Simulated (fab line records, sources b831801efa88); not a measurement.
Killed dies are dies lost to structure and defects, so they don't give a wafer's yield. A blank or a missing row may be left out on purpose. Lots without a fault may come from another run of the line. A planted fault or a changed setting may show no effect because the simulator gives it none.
fab line records | flow sky130
record lots=6 wafers=18 last_day=50
route steps=708 shown POLY_CUT@314 SD_P@320
lots that met no fault: from a run of the same line without faults
start_h: hours from the record's first day to the start of the lot's first wafer shown | wait_h: hours since the lot's step before | " the same as in the row above | L1.1+2: a row that stands for several wafers | - no value, or no start given | * or withheld: withheld | < > ~ a bound
route shown NAME@n: a module of which the file shows steps, and the number in the route of the first | usual: mean/standard deviation of fault-free wafers | same: alike in all rows | chamber/n: place in a boat | sites: the reading at each site | _std_site: their standard deviation | _edge_site: outer sites' mean less inner sites' | radius_mm: how far each site lies from the wafer's centre | mask NAME#n: copy n | behind: the tool/chamber that last shaped the wafer | hold: why the lot was held/for how many hours/how that ended | device: the transistor (n, p or np) that didn't switch | end of line: the same wafers' tests at the end of the route | a step without rows: its recipe alone | killed: dies lost to structure and defects at the first sort, not the wafer's yield | map: a wafer's dies, x killed, . not, _ none there
set.NAME: the setting as run; set.NAME@STEP: as run at that earlier step | model.NAME: the simulator's own value behind a step, which no gauge read
lots at some steps of the route; a table a step, a row a wafer
services: from which hour (start_h, from the record's first day; less than 0 if before it) a tool's chamber was out of use, for how many hours, and why
## steps
# step SKY_POLY_CUT_DEVELOP_07
# recipe develop_time_s=60 resist=KrF-thick dev_temp_c=21
# step SKY_POLY_CUT_CD_MEAS_08
# recipe target_cd_nm=270
# usual cd_nm=269.9/1.5
# columns lot.wafer tool chamber start_h wait_h cd_nm
L969.4 cd_sem-02 - 594.73 - 268.1
L969.5 " - " " 269.1
L969.6 " - " " 270.3
L975.3 cd_sem-01 - 614.01 - 269.0
L975.4 " - " " 266.9
L975.5 " - " " 267.5
L980.2 cd_sem-02 - 675.69 - 273.4
L980.3 " - " " 272.8
L980.6 " - " " 273.6
L983.3 cd_sem-02 - 688.11 - 270.4
L983.4 " - " " 270.6
L983.6 " - " " 270.1
L984.3 cd_sem-01 - 688.56 - 270.4
L984.4 " - " " 269.1
L984.6 " - " " 269.0
L991.1 cd_sem-01 - 741.57 - 268.6
L991.3 " - " " 270.1
L991.5 " - " " 267.2
# step SKY_POLY_CUT_OVL_MEAS_09
# usual POLY_CUT_OVL=0/4.7
# columns lot.wafer tool chamber start_h wait_h POLY_CUT_OVL[nm]
L969.4 overlay-01 - 594.81 0.1 7
L969.5 " - " " 5
L969.6 " - " " 9
L975.3 overlay-01 - 614.10 0.1 -2
L975.4 " - " " -4
L975.5 " - " " -9
L980.2 overlay-02 - 675.80 0.1 -1
L980.3 " - " " 1
L980.6 " - " " -3
L983.3 overlay-01 - 688.20 0.1 -3
L983.4 " - " " -3
L983.6 " - " " -2
L984.3 overlay-02 - 688.65 0.1 -3
L984.4 " - " " 6
L984.6 " - " " 6
L991.1 overlay-01 - 741.69 0.1 -10
L991.3 " - " " -5
L991.5 " - " " -4
# step SKY_POLY_CUT_ETCH_10
# recipe chemistry=N2/H2 target=BARC ion_energy_ev=200 source_w=500 bias_w=100 pressure_mtorr=30 n2_flow_sccm=100 h2_flow_sccm=200 stop_on=SiO2 time_s=45.9 target_depth_a=600
# usual bias_w=100.0/0.32 drypump_motor_current_A=5.8/0.45 oes_product_au=0.853/0.0048 throttle_valve_pct=13.224/0.009
# columns lot.wafer tool chamber start_h wait_h bias_w drypump_motor_current_A oes_product_au rf_hours_counter_h throttle_valve_pct
L969.4 rie_diel-03 1 594.85 0.0 99.6 5.6 0.857 - 13.218
L969.5 " 1 " " 99.7 5.6 0.858 - 13.237
L969.6 " 2 " " 99.8 5.4 0.863 - 13.211
L975.3 rie_diel-03 1 614.13 0.0 99.9 5.6 0.859 15 13.199
L975.4 " 3 " " 99.8 5.8 0.846 14 13.233
L975.5 " 0 " " 99.8 5.7 0.854 - 13.230
L980.2 rie_diel-01 0 675.83 0.0 100.8 6.2 0.853 20 13.224
L980.3 " 1 " " 100.1 5.6 0.853 9 13.220
L980.6 " 2 " " 99.8 5.7 0.856 - 13.222
L983.3 rie_diel-03 1 688.23 0.0 100.0 5.6 0.861 17 13.230
L983.4 " 2 " " 100.0 5.4 0.849 9 13.223
L983.6 " 0 " " 99.8 5.7 0.854 - 13.250
L984.3 rie_diel-01 2 688.67 0.0 99.8 5.7 0.850 24 13.232
L984.4 " 0 " " 99.9 6.2 0.851 20 13.227
L984.6 " 1 " " 99.7 5.7 0.851 - 13.238
L991.1 rie_diel-03 0 741.73 0.0 99.6 5.7 0.853 21 13.217
L991.3 " 3 " " 99.7 5.8 0.854 16 13.225
L991.5 " 0 " " 99.7 5.7 0.852 - 13.224
# step SKY_POLY_CUT_ETCH_11
# recipe target=Si3N4 chemistry=CF4/CH2F2/Ar stop_on=poly-Si source_w=600 bias_w=150 pressure_mtorr=40 cf4_flow_sccm=40 ch2f2_flow_sccm=20 Ar_flow_sccm=150 time_s=42.5 target_depth_a=600
# usual bias_w=150.0/0.44 drypump_motor_current_A=5.8/0.45 oes_product_au=0.828/0.0064 throttle_valve_pct=14.993/0.0088
# columns lot.wafer tool chamber start_h wait_h bias_w drypump_motor_current_A oes_product_au rf_hours_counter_h throttle_valve_pct
L969.4 rie_diel-03 1 594.91 0.0 150.2 5.6 0.834 - 14.983
L969.5 " 1 " " 150.3 5.6 0.837 - 14.990
L969.6 " 2 " " 149.6 5.4 0.828 - 15.000
L975.3 rie_diel-03 1 614.17 0.0 150.3 5.6 0.830 15 14.996
L975.4 " 3 " " 151.0 5.8 0.827 14 15.001
L975.5 " 0 " " 150.6 5.7 0.834 - 14.985
L980.2 rie_diel-01 0 675.87 0.0 150.8 6.2 0.802 20 15.001
L980.3 " 1 " " 149.9 5.6 0.821 9 15.005
L980.6 " 2 " " 149.6 5.7 0.819 - 14.993
L983.3 rie_diel-03 1 688.27 0.0 150.0 5.6 0.822 17 14.984
L983.4 " 2 " " 149.6 5.4 0.828 9 14.999
L983.6 " 0 " " 150.4 5.7 0.833 - 14.998
L984.3 rie_diel-01 2 688.72 0.0 150.0 5.7 0.831 24 14.982
L984.4 " 0 " " 149.7 6.2 0.820 20 14.984
L984.6 " 1 " " 149.5 5.6 0.833 - 15.003
L991.1 rie_diel-03 0 741.77 0.0 150.1 5.7 0.827 21 14.981
L991.3 " 3 " " 150.5 5.8 0.828 16 14.991
L991.5 " 0 " " 149.5 5.7 0.827 - 15.004
# step SKY_POLY_CUT_STRIP_12
# recipe chemistry=O2/N2 power_w=1400 pressure_mtorr=1500 platen_temp_c=withheld o2_flow_sccm=3000 n2_flow_sccm=300 overash_fraction=0.5
# usual drypump_motor_current_A=5.73/0.26 o2_flow_sccm=3000/10 oes_product_au=0.452/0.0048 strip_time_to_endpoint_s=5.347/0.018
# columns lot.wafer tool chamber start_h wait_h drypump_motor_current_A o2_flow_sccm oes_product_au rf_hours_counter_h strip_time_to_endpoint_s
L969.4 plasma_asher-04 1 594.99 0.1 6.00 2989 0.450 - 5.373
L969.5 " 0 " " 5.55 3003 0.454 - 5.364
L969.6 " 1 " " 5.99 2998 0.449 - 5.359
L975.3 plasma_asher-04 0 614.24 0.1 5.57 2995 0.448 - 5.331
L975.4 " 1 " " 6.02 3000 0.443 - 5.307
L975.5 " 1 " " 6.01 3002 0.450 - 5.327
L980.2 plasma_asher-04 0 675.91 0.0 5.58 3005 0.443 100 5.338
L980.3 " 1 " " 6.00 2991 0.446 - 5.345
L980.6 " 0 " " 5.60 3011 0.446 - 5.340
L983.3 plasma_asher-01 0 688.34 0.1 5.85 2981 0.457 - 5.362
L983.4 " 1 " " 5.67 3003 0.451 - 5.335
L983.6 " 1 " " 5.74 3009 0.462 - 5.328
L984.3 plasma_asher-03 1 688.79 0.1 5.30 2980 0.438 - 5.331
L984.4 " 0 " " 5.99 2995 0.455 - 5.349
L984.6 " 0 " " 6.04 3011 0.458 - 5.343
L991.1 plasma_asher-01 1 741.81 0.0 5.70 3004 0.448 31 5.363
L991.3 " 1 " " 5.67 2992 0.456 - 5.371
L991.5 " 0 " " 5.86 2991 0.453 - 5.377
# step SKY_SD_P_DEHYDRATE_00
# recipe temp_c=200 time_s=60
# step SKY_SD_P_HMDS_01
# recipe prime_time_s=60 prime_temp_c=120
# step SKY_SD_P_COAT_02
# recipe resist=NOVOLAK spin_rpm=3000 resist_thk_nm=1140
# step SKY_SD_P_SOFTBAKE_03
# recipe temp_c=90 time_s=60 resist=NOVOLAK
# step SKY_SD_P_EXPOSE_04
# recipe mask_id=PSDM na=0.6 source_shape=conventional sigma_outer=0.6 polarization=unpolarized target_cd_nm=380 dose_mj=138
# step SKY_SD_P_PEB_05
# recipe temp_c=withheld time_s=* resist=NOVOLAK
# step SKY_SD_P_DEVELOP_06
# recipe resist=NOVOLAK developer=TMAH develop_time_s=60 dev_temp_c=23
# usual chill_plate_temp_C=22.98/0.11 develop_time_s=60/0
# columns lot.wafer tool chamber start_h wait_h chill_plate_temp_C develop_time_s
L969.4 litho_track-03 0 623.59 0.1 22.99 60
L969.5 " 0 " " 23.05 60
L969.6 " 0 " " 23.00 60
L975.3 litho_track-02 0 641.18 0.1 22.97 60
L975.4 " 0 " " 22.86 60
L975.5 " 0 " " 22.92 60
L980.2 litho_track-03 - 703.39 0.1 - -
L980.3 " - " " - -
L980.6 " - " " - -
L983.3 litho_track-03 - 715.77 0.1 - -
L983.4 " - " " - -
L983.6 " - " " - -
L984.3 litho_track-01 0 716.37 0.1 23.15 60
L984.4 " 0 " " 23.01 60
L984.6 " 0 " " 22.83 60
L991.1 litho_track-03 0 768.82 0.1 22.98 60
L991.3 " 0 " " 23.07 60
L991.5 " 0 " " 23.03 60
# step SKY_SD_P_CD_MEAS_07
# recipe target_cd_nm=380
# usual cd_nm=379.6/2.6
# columns lot.wafer tool chamber start_h wait_h cd_nm
L969.4 cd_sem-02 - 623.73 0.1 379.8
L969.5 " - " " 376.3
L969.6 " - " " 380.0
L975.3 cd_sem-01 - 641.32 0.1 380.1
L975.4 " - " " 379.2
L975.5 " - " " 376.2
L980.2 cd_sem-02 - 703.54 0.1 -
L980.3 " - " " -
L980.6 " - " " -
L983.3 cd_sem-01 - 715.91 0.1 -
L983.4 " - " " -
L983.6 " - " " -
L984.3 cd_sem-01 - 716.51 0.1 380.9
L984.4 " - " " 380.6
L984.6 " - " " 378.3
L991.1 cd_sem-01 - 768.97 0.1 382.4
L991.3 " - " " 381.7
L991.5 " - " " 382.5
## services
# columns tool chamber start_h hours kind
rie_diel-03 1 583.44 10.1 repair
rie_diel-03 3 588.05 16.3 repair
rie_diel-03 0 591.32 7.5 repair
rie_diel-01 0 599.41 6.5 repair
plasma_asher-04 - 623.34 1.2 repair
rie_diel-03 0 642.48 4.2 repair
rie_diel-03 3 645.35 2.8 repair
rie_diel-03 3 654.98 14.0 repair
plasma_asher-01 - 696.02 2.8 pm
rie_diel-01 - 725.21 15.6 pm
plasma_asher-04 - 733.75 9.0 pm
plasma_asher-04 0 733.75 9.0 vent_cycle
plasma_asher-04 1 733.75 9.0 vent_cycle
plasma_asher-04 0 742.75 - clean
plasma_asher-04 1 742.75 - clean
rie_diel-03 3 764.95 37.4 repair
## key
first_sign step=SKY_SD_P_DEVELOP_06 reading=tool_record direction=missing
effect none on later readings
met_at SKY_SD_P_DEVELOP_06
struck_wafers L980.2,L980.3,L980.6,L983.3,L983.4,L983.6
sort_left_out L980.2,L980.3,L980.6,L983.3,L983.4,L983.6
tester_left_out L980,L983
onset_between 623.59 703.39
fault kind=skipped_step_whole tool=litho_track-03 chamber=- onset_h=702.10 steps=SKY_SD_P_DEVELOP_06 scope=struck_lots_only
# tester_left_out: of these lots the tester's yield and bins aren't shown, on N5 and GAA mostly nor the transistor test; their killed dies are dies lost to structure and defects alone, not to doping, threshold or leakage, so they don't give the yield
# sort_left_out: the simulated sort isn't trusted on such a fault, so these wafers' sort isn't shown, and their yield isn't known
